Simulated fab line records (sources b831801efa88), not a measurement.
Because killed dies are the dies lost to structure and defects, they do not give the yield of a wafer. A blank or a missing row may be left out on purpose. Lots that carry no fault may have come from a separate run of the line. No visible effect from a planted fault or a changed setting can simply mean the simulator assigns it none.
Struck lot and sound lot, side by side | flow gf180mcu | 18 steps out of a route of 602
Sound: wafers L133.1, L133.3, L133.4. Struck: wafer L136.2. (L136.1, L136.4 of the same lot were not struck and are left out.) The cause comes at the end.
Per side, at each step with rows, come the tool, then ch with its chambers, and then its first start. Under that, the readings that differ: sound wafers | struck wafers | difference of the means | sigmas: that difference in standard deviations of wafers without a fault.
alike: words and numbers the same on both sides, and readings whose means are apart by under 2 such deviations; not compared: readings that were withheld, readings missing a value for some wafer, numbers with overlapping values and no deviation given by the record, and bounds like >300 which may hide the same value.
The two part at a step that has a row with sigmas, a row that says differs or no value, or rows on one side only. Non-overlapping numbers with no deviation appear without sigmas and do not part them. A reading that every wafer of one side lacks parts them only if that side has two wafers or more.

first, 3 steps without rows for these wafers: GF_V3_EXPOSE_11 (exposes mask Via3, target cd 260 nm); GF_V3_PEB_12 (peb time 90 s); GF_V3_DEVELOP_13 (develop time 60 s).
GF_V3_CD_MEAS_14 targets a cd of 260 nm.
  sound: cdSem-01 at day 24 15:24; struck: cdSem-01 at day 25 15:18
  alike: cdNm
GF_V3_OVL_MEAS_15:
  sound: overlay-02 at day 24 15:31; struck: overlay-01 at day 25 15:25
  alike: V3_OVL
GF_V3_ETCH_16: etches BARC in N2/H2.
  sound on rieDiel-03 ch 0,1,2, day 24 15:34; struck on rieDiel-04 ch 2, day 25 15:28
  alike: drypumpMotorCurrentA, oesProductAu, throttleValvePct
GF_V3_ETCH_17: etches SiO2 in C4F8/O2/Ar, stops on TiN, target depth 635 nm.
  sound: rieDiel-03 ch 0,1,2; struck: rieDiel-04 ch 2
  alike: oesProductAu
GF_V3_STRIP_18: strips in O2/N2.
  sound on plasmaAsher-01 ch 0,1, day 24 15:41; struck on plasmaAsher-01 ch 0, day 25 15:35
  alike: drypumpMotorCurrentA, heaterPowerW, oesProductAu
  not compared: rfHoursCounterH
then, 2 steps without rows for these wafers: GF_V3_STRIP_19 (strips in post etch residue remover, time 1200 s); GF_V3_CLEAN_20 (cleans in DIW).
GF_V3_SPUTTER_21: material Ti, target thk 15 nm, time 80.02 s.
  sound: pvdSputter-04 at day 24 16:14; struck: pvdSputter-01 at day 25 16:07
  alike: throttleValvePct
GF_V3_SPUTTER_22: material TiN, target thk 10 nm, time 40 s.
  sound: pvdSputter-04 at day 24 16:17; struck: pvdSputter-01 at day 25 16:11
  alike: throttleValvePct
GF_V3_CVD_23: deposits W, target thk 350 nm, time 104.9 s.
  sound on cvdW-01 ch 0,1, day 24 16:20; struck on cvdW-01 ch 0, day 25 16:13
reading                         | sound             | struck | difference | sigmas
model.W_of_V3_CVD_23.thkNm (nm) | 348.1 345.5 349.9 | 149.7  | -198.1     | 
  alike: heaterPowerW, susceptorTempC
GF_V3_RS_MEAS_24: the measuring method here is four-point-probe.
  sound: filmMetro-04 at day 24 16:26; struck: filmMetro-02 at day 25 16:20
reading          | sound             | struck | difference | sigmas
V3_W_RS (ohm/sq) | 0.331 0.332 0.328 | 0.773  | +0.443     | +99 or more
GF_V3_THK_MEAS_25: measures by xrf.
  sound: filmMetro-04 at day 24 16:34; struck: filmMetro-02 at day 25 16:27
reading       | sound       | struck | difference | sigmas
V3_W_THK (nm) | 340 338 342 | 149    | -191       | -47
GF_V3_CMP_26: polishes, stops on SiO2, t overpolish 15 s, target thk 0 nm.
  sound on cmp-02 ch 0,1,2, day 24 16:40; struck on cmp-01 ch 0, day 25 16:31
reading             | sound    | struck | difference | sigmas
timeToEndpointS (s) | 86 87 87 | 37     | -50        | -14
  alike: motorCurrentA
then, 2 steps without rows for these wafers: GF_M4_SPUTTER_00 (material Ti, target thk 37.5 nm, time 150 s); GF_PASSIVATION_PROBE_99.

## WHERE THEY PART
At GF_V3_RS_MEAS_24 first; at GF_V3_CMP_26 last (within this record only).

WHY: what the simulator had put in
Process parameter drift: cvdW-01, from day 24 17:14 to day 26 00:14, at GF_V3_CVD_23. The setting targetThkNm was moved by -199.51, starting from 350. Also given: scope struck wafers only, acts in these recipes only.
